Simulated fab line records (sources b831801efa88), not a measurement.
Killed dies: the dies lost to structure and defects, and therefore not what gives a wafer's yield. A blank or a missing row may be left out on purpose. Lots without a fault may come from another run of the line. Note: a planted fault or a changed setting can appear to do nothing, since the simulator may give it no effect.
Which tool is to blame? -- flow gf180mcu -- 13 lots with 39 wafers sampled at 4 steps, on a route of 602 steps

## WHAT EACH GAUGE READ, for each wafer
GF_TOP_METAL_RS_MEAS_05: a four-point-probe measurement.
lot,measured,on,TOP_METAL_ALCU_RS (ohm/sq)
L818,day 28 02:25,film-metro-02,0.0329 0.0330 0.0329
L819,day 28 08:32,film-metro-04,0.0326 0.0325 0.0326
L821,day 29 03:40,film-metro-02,0.0331 0.0327 0.0326
L822,day 29 13:09,film-metro-02,0.0330 0.0328 0.0329
L823,day 29 20:43,film-metro-04,0.0322 0.0329 0.0324
L824,day 30 13:39,film-metro-01,0.0325 0.0326 0.0325
L825,day 30 12:19,film-metro-04,0.0325 0.0324 0.0323
L826,day 30 17:52,film-metro-04,0.0330 0.0326 0.0330
L827,day 31 00:52,film-metro-02,0.0331 0.0323 0.0323
L828,day 31 03:17,film-metro-01,0.0332 0.0332 0.0330
L831,day 31 22:48,film-metro-01,0.0326 0.0331 0.0327
L833,day 32 11:40,film-metro-04,0.0326 0.0319 0.0326
L838,day 33 10:05,film-metro-02,0.0329 0.0326 0.0332

## TOOL THAT RAN EACH LOT (tool first, then ch and the chambers of the sampled wafers, then the start)
lot,GF_V1_CVD_02,GF_V4_SPUTTER_21,GF_MIM_SPUTTER_07
L818,"pecvd-04 ch 0,1, day 17 21:12","pvd-sputter-02, day 25 06:18","pvd-sputter-01, day 25 07:19"
L819,"pecvd-02 ch 1,2, day 18 05:41","pvd-sputter-03, day 25 12:23","pvd-sputter-01, day 25 13:23"
L821,"pecvd-04 ch 0,1,2, day 19 03:48","pvd-sputter-04, day 26 09:17","pvd-sputter-04, day 26 10:17"
L822,"pecvd-04 ch 0,1, day 19 19:44","pvd-sputter-02, day 26 21:56","pvd-sputter-01, day 26 22:57"
L823,"pecvd-02 ch 1,2, day 20 05:53","pvd-sputter-04, day 27 05:34","pvd-sputter-02, day 27 06:34"
L824,"pecvd-02 ch 1,2, day 20 23:25","pvd-sputter-04, day 27 23:17","pvd-sputter-01, day 28 00:17"
L825,"pecvd-03 ch 0,2, day 20 23:51","pvd-sputter-04, day 27 21:44","pvd-sputter-04, day 27 22:44"
L826,"pecvd-02 ch 0,1, day 21 03:43","pvd-sputter-03, day 28 03:05","pvd-sputter-01, day 28 04:05"
L827,"pecvd-04 ch 1,2, day 21 14:22","pvd-sputter-03, day 28 11:23","pvd-sputter-02, day 28 12:23"
L828,"pecvd-02 ch 1,2, day 21 16:37","pvd-sputter-04, day 28 13:44","pvd-sputter-04, day 28 14:44"
L831,"pecvd-02 ch 1,2, day 22 19:30","pvd-sputter-02, day 29 11:35","pvd-sputter-01, day 29 12:35"
L833,"pecvd-02 ch 0,2, day 23 10:28","pvd-sputter-03, day 30 00:02","pvd-sputter-02, day 30 01:03"
L838,"pecvd-02 ch 0,1,2, day 24 19:01","pvd-sputter-02, day 31 01:29","pvd-sputter-02, day 31 02:42"
- GF_V1_CVD_02: deposits SiO2 from TEOS, target thk 850 nm, time 94.851 s.
- GF_V4_SPUTTER_21: material Ti, target thk 15 nm, time 80.02 s.
- GF_MIM_SPUTTER_07: material TiN, target thk 60 nm, time 50 s.

## AS READ BY THE TOOLS THEMSELVES (means over the sampled wafers that have a number; for cases with no such wafer, the mark the record gives instead)
GF_V1_CVD_02.
lot,tool,heater-power-w (W)
L818,pecvd-04,637
L819,pecvd-02,737
L821,pecvd-04,637
L822,pecvd-04,640
L823,pecvd-02,822
L824,pecvd-02,812
L825,pecvd-03,628
L826,pecvd-02,664
L827,pecvd-04,766
L828,pecvd-02,804
L831,pecvd-02,802
L833,pecvd-02,655
L838,pecvd-02,752

GF_V4_SPUTTER_21.
lot,tool,throttle-valve-pct (%)
L818,pvd-sputter-02,29.1
L819,pvd-sputter-03,31.5
L821,pvd-sputter-04,30.6
L822,pvd-sputter-02,30.0
L823,pvd-sputter-04,29.7
L824,pvd-sputter-04,29.7
L825,pvd-sputter-04,28.9
L826,pvd-sputter-03,30.6
L827,pvd-sputter-03,30.7
L828,pvd-sputter-04,29.4
L831,pvd-sputter-02,30.1
L833,pvd-sputter-03,31.1
L838,pvd-sputter-02,29.5

GF_MIM_SPUTTER_07.
lot,tool,throttle-valve-pct (%)
L818,pvd-sputter-01,30.3
L819,pvd-sputter-01,29.7
L821,pvd-sputter-04,28.5
L822,pvd-sputter-01,30.4
L823,pvd-sputter-02,29.3
L824,pvd-sputter-01,30.8
L825,pvd-sputter-04,29.9
L826,pvd-sputter-01,30.2
L827,pvd-sputter-02,29.5
L828,pvd-sputter-04,29.8
L831,pvd-sputter-01,30.4
L833,pvd-sputter-02,29.4
L838,pvd-sputter-02,29.3

## THE ANSWER, worked out from the rows above alone
Rule: what is usual is taken from the lots themselves. Put in order of their means at a reading, lots are off if they are a third of the lots or fewer, leave a main group of 4 or more, and stand apart from it by a gap of 3 or more times the standard deviation of the main group's means; of several such gaps the widest counts. A main group is skipped when, at the precision printed for the reading in the tables above, its means are all equal. A lot without any number at a reading at which 4 lots or more have one is off too. Where the step has rows for the other lots, those lots are counted as sound. First the gauges in route order, then the tools' own readings, where a lot's mean is used as printed above. At the first step where some lot is off, the reading lying furthest off is the one used; lots without a number count as furthest.
No lot is off on any of the readings shown, so nothing can be concluded from this.

## WHAT THE SIMULATOR HAD PUT IN
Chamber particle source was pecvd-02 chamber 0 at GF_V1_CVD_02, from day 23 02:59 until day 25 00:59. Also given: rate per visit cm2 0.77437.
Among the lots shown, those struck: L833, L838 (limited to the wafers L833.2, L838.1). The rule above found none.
